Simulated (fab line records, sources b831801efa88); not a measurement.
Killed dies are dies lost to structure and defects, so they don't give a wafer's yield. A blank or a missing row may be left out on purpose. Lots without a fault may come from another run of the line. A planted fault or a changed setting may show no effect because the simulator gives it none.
Which tool did it? | flow sfq_line | 7 lots, 21 wafers sampled, at 2 steps of a route of 325

WHAT THE GAUGES READ, wafer by wafer
SFQ_M3_RS_MEAS_919: measures by four-point-probe.
lot  | measured     | on            | M3_NB_RS (ohm/sq)
L246 | day 24 03:14 | film_metro-02 | 0.861 0.890 0.859
L249 | day 25 06:40 | film_metro-02 | 0.881 0.881 0.872
L252 | day 26 09:01 | film_metro-02 | 0.871 0.907 0.874
L257 | day 27 18:34 | film_metro-01 | 0.885 0.904 0.901
L261 | day 28 23:41 | film_metro-02 | 1.052 1.015 1.019
L264 | day 30 11:40 | film_metro-02 | 0.876 0.886 0.881
L266 | day 30 23:40 | film_metro-01 | 0.882 0.886 0.877

WHICH TOOL RAN EACH LOT (tool, then ch and the chambers of the sampled wafers, then the start)
lot  | SFQ_TRILAYER_M3_DEP_SPUTTER_073
L246 | pvd_sputter-06, day 24 03:08
L249 | pvd_sputter-04, day 25 06:34
L252 | pvd_sputter-06, day 26 08:52
L257 | pvd_sputter-05, day 27 18:28
L261 | pvd_sputter-06, day 28 23:36
L264 | pvd_sputter-04, day 30 11:34
L266 | pvd_sputter-04, day 30 23:35
- SFQ_TRILAYER_M3_DEP_SPUTTER_073: material Nb, target thk 200 nm, time 133.3 s.

THE ANSWER, worked out from the rows above alone
Rule: what is usual is taken from the lots themselves. Put in order of their means at a reading, lots are off if they are a third of the lots or fewer, leave a main group of 4 or more, and stand apart from it by a gap of 3 or more times the standard deviation of the main group's means; of several such gaps the widest counts. A main group whose means are all the same, to the digits that the tables above print for the reading, isn't used. A lot without any number at a reading at which 4 lots or more have one is off too. The other lots that the step has rows for count as sound.
Off: L261, at SFQ_M3_RS_MEAS_919 (M3_NB_RS). The main group: mean 0.882 ohm/sq, standard deviation 0.008.
A tool fits if, at a process step before that reading, it ran every lot that is off, and no sound lot after the first of them. The gauges at SFQ_M3_RS_MEAS_919 are tried like those tools. One fits: pvd_sputter-06 at SFQ_TRILAYER_M3_DEP_SPUTTER_073. Its last sound lot is L252 (day 26 08:52), its first lot that is off L261 (day 28 23:36): a fault that began between those two fits.

WHAT THE SIMULATOR HAD PUT IN
Process parameter drift: pvd_sputter-06, from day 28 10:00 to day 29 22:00, at SFQ_TRILAYER_M3_DEP_SPUTTER_073. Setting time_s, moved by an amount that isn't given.
Lots struck among those shown: L261. The rule above found the same.
